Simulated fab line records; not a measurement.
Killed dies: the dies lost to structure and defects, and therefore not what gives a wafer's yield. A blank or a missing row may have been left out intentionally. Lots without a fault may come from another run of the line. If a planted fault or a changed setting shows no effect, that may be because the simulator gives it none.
Struck lot and sound lot, side by side :: flow sky130 :: 44 steps out of a route of 708
Sound: the wafers L140.4, L140.5, L140.6. The struck wafers were L145.1, L145.3, L145.5. The cause is given at the end.
Per side, at each step with rows, come the tool, then ch with its chambers, and then its first start. Under that, the readings that differ: sound wafers :: struck wafers :: difference of the means :: sigmas: that difference in standard deviations of wafers without a fault.
alike: words and numbers the same on both sides, and readings whose means are apart by under 2 such deviations; not compared: readings that were withheld, readings missing a value for some wafer, numbers with overlapping values and no deviation given by the record, and bounds like >300 which may hide the same value.
The two part at a step that has a row with sigmas, a row that says differs or no value, or rows on one side only. Non-overlapping numbers with no deviation appear without sigmas and do not part them. A reading that every wafer of one side lacks parts them only if that side has two wafers or more.

first, 1 step without rows for these wafers: SKY_SONOS_TUNNEL_DEVELOP_06 (develop time 60 s).
SKY_SONOS_TUNNEL_CD_MEAS_07 targets a cd of 410 nm.
  sound on cd sem-02, day 12 07:47; struck on cd sem-02, day 13 19:48
  alike: cd nm
SKY_SONOS_TUNNEL_OVL_MEAS_08:
  sound on overlay-01, day 12 07:52; struck on overlay-01, day 13 19:55
  alike: SONOS_TUNNEL_OVL
then, 3 steps without rows for these wafers: SKY_SONOS_TUNNEL_IMPLANT_09; SKY_SONOS_TUNNEL_WET_ETCH_10 (etches SiO2 in dHF, target depth 14 nm, time 280 s); SKY_SONOS_TUNNEL_STRIP_11 (strips in SPM, time 600 s).
SKY_SONOS_TUNNEL_TW_MEAS_12:
  sound on film metro-01, day 12 08:31; struck on film metro-01, day 13 20:22
  alike: SONOS_TUNNEL_TW
then, 2 steps without rows for these wafers: SKY_SONOS_TUNNEL_CLEAN_13 (cleans in dHF, time 20 s); SKY_SONOS_ONO_OXIDATION_00 (stabilise 600 s, purge 300 s, target thk 2.6 nm).
SKY_SONOS_ONO_THK_MEAS_01:
  sound on film metro-03, day 12 11:45; struck on film metro-03, day 13 21:47
  alike: SONOS_ONO_OXIDATION_THK
then, 1 step without rows for these wafers: SKY_SONOS_ONO_CVD_02 (deposits Si3N4 from DCS/NH3, target thk 10.5 nm, time 180 s).
SKY_SONOS_ONO_THK_MEAS_03:
  sound on film metro-02, day 12 13:32; struck on film metro-04, day 14 05:39
  alike: SONOS_ONO_CVD_02_THK
SKY_SONOS_ONO_CVD_04: deposits SiO2 from SiH4/N2O, target thk 5.7199 nm.
  sound on lpcvd-03 ch 1, day 12 13:34; struck on lpcvd-03 ch 1, day 14 05:43
reading: model.SiO2_of_SONOS_ONO_CVD_04.thk nm (nm)
sound: 5.766 5.864 5.954
struck: 6.406 6.399 6.353
difference: +0.525
sigmas: 
  alike: spike tc centre C, spike tc lower C
SKY_SONOS_ONO_THK_MEAS_05:
  sound on film metro-02, day 12 14:50; struck on film metro-02, day 14 06:58
reading: SONOS_ONO_CVD_04_THK (nm)
sound: 5.80 5.80 6.01
struck: 6.41 6.36 6.34
difference: +0.50
sigmas: +4
then, 7 steps without rows for these wafers: SKY_SONOS_ONO_DEHYDRATE_06 (time 60 s); SKY_SONOS_ONO_HMDS_07 (prime time 60 s); SKY_SONOS_ONO_COAT_08 (resist thk 1140 nm); SKY_SONOS_ONO_SOFTBAKE_09 (time 60 s); SKY_SONOS_ONO_EXPOSE_10 (exposes mask ONOM, target cd 410 nm); SKY_SONOS_ONO_PEB_11; SKY_SONOS_ONO_DEVELOP_12 (develop time 60 s).
SKY_SONOS_ONO_CD_MEAS_13 targets a cd of 410 nm.
  sound on cd sem-01, day 13 15:46; struck on cd sem-02, day 15 09:43
  alike: cd nm
SKY_SONOS_ONO_OVL_MEAS_14:
  sound on overlay-01, day 13 15:50; struck on overlay-01, day 15 09:50
  alike: SONOS_ONO_OVL
SKY_SONOS_ONO_ETCH_15: etches the open film in CHF3/O2, target depth 19.52 nm, time 7.8 s.
  sound on rie diel-04 ch 0,1,2, day 13 15:52; struck on rie diel-04 ch 0,2, day 15 09:52
  alike: chf3 flow sccm, drypump motor current A, oes product au, throttle valve pct
  not compared: rf hours counter h
then, 1 step without rows for these wafers: SKY_SONOS_ONO_WET_ETCH_16 (etches SiO2 in dHF, target depth 14 nm, time 280 s).
SKY_SONOS_ONO_STRIP_17: strips in O2/N2.
  sound on plasma asher-03 ch 0,1, day 13 16:00; struck on plasma asher-03 ch 0,1, day 15 09:59
  alike: drypump motor current A, oes product au, strip time to endpoint s
  not compared: rf hours counter h
then, 3 steps without rows for these wafers: SKY_SONOS_ONO_WET_ETCH_18 (etches Si3N4 in H3PO4, target depth 15 nm, time 172 s); SKY_GATE_OXIDE_CLEAN_00 (cleans in SC1/SC2, time 150 s); SKY_GATE_OXIDE_OXIDATION_01 (stabilise 600 s, purge 300 s, target thk 10.268 nm).
SKY_GATE_OXIDE_THK_MEAS_02:
  sound on film metro-02, day 13 17:37; struck on film metro-04, day 15 12:02
  alike: GATE_OXIDE_OXIDATION_00_THK
then, 7 steps without rows for these wafers: SKY_GATE_OXIDE_DEHYDRATE_03 (time 60 s); SKY_GATE_OXIDE_HMDS_04 (prime time 60 s); SKY_GATE_OXIDE_COAT_05 (resist thk 1140 nm); SKY_GATE_OXIDE_SOFTBAKE_06 (time 60 s); SKY_GATE_OXIDE_EXPOSE_07 (exposes mask LVOM, target cd 600 nm); SKY_GATE_OXIDE_PEB_08; SKY_GATE_OXIDE_DEVELOP_09 (develop time 60 s).
SKY_GATE_OXIDE_OVL_MEAS_10:
  sound on overlay-02, day 14 20:00; struck on overlay-01, day 16 15:24
  alike: GATE_OXIDE_OVL
then, 2 steps without rows for these wafers: SKY_GATE_OXIDE_IMPLANT_11; SKY_GATE_OXIDE_WET_ETCH_12 (etches SiO2 in dHF, target depth 16.8 nm, time 336 s).
SKY_GATE_OXIDE_STRIP_13: strips in O2/N2.
  sound on plasma asher-01 ch 0,1, day 14 20:18; struck on plasma asher-01 ch 0,1, day 16 15:41
  alike: drypump motor current A, oes product au, strip time to endpoint s
  not compared: rf hours counter h
SKY_GATE_OXIDE_TW_MEAS_14:
  sound on film metro-02, day 14 20:24; struck on film metro-04, day 16 15:47
  alike: GATE_OXIDE_TW
SKY_GATE_OXIDE_CLEAN_15: cleans in SC1/SC2, time 150 s.
  sound on wet bench-02 ch 3, day 14 20:26; struck on wet bench-04 ch 0, day 16 15:51
reading: model.SiO2_of_SONOS_ONO_CVD_04.thk nm (nm)
sound: 4.248 4.35 4.439
struck: 4.884 4.879 4.831
difference: +0.519
sigmas: 
-- the record jumps here: 31 days lie between the struck wafers' starts before and after (it left off in module GATE_OXIDE and takes up again in module PAD_OPEN, whose first step shown is number 708 of the route) --
SKY_PAD_OPEN_PROBE_99:
  sound on prober-02, day 46 17:10; struck on prober-01, day 47 22:17
reading: model.etest.cap ono.gate log10 a cm2
sound: -7.9 -8.08 -8.306
struck: -8.644 -8.68 -8.775
difference: -0.604
sigmas: 

reading: model.etest.cap ono.gate bv v (V)
sound: 16.14 16.58 16.68
struck: 17.08 17.04 16.84
difference: +0.52
sigmas: 

reading: model.etest.cap ono.tox acc nm (nm)
sound: 12.85 12.95 13.16
struck: 13.5 13.45 13.52
difference: +0.5
sigmas: 

reading: model.etest.sonos programmed.vt v (V)
sound: 1.487 1.415 1.316
struck: 1.12 1.107 1.086
difference: -0.30
sigmas: 

reading: model.etest.sonos erased.vt v (V)
sound: -2.301 -2.226 -2.199
struck: -1.994 -2.05 -1.983
difference: +0.233
sigmas: 

reading: model.etest.sonos baked.vt v (V)
sound: 0.9254 0.9085 0.8444
struck: 0.7094 0.6822 0.6831
difference: -0.2012
sigmas: 
  alike: killed_at_M0_to_M3, killed_at_M4_up, killed at contacts, killed at front end, killed at other, killed dies, killed open, killed short
  not compared: model.etest.sonos erased.drive ua um, model.etest.sonos uncharged.r on ohm um

== WHERE THEY PART ==
SKY_SONOS_ONO_THK_MEAS_05 only, going by this record. Later steps at which nothing parts them and some readings are alike: SKY_SONOS_ONO_CD_MEAS_13, SKY_SONOS_ONO_OVL_MEAS_14, SKY_SONOS_ONO_ETCH_15, SKY_SONOS_ONO_STRIP_17, SKY_GATE_OXIDE_THK_MEAS_02, SKY_GATE_OXIDE_OVL_MEAS_10, SKY_GATE_OXIDE_STRIP_13, SKY_GATE_OXIDE_TW_MEAS_14, SKY_PAD_OPEN_PROBE_99.

WHY: the cause the simulator had injected
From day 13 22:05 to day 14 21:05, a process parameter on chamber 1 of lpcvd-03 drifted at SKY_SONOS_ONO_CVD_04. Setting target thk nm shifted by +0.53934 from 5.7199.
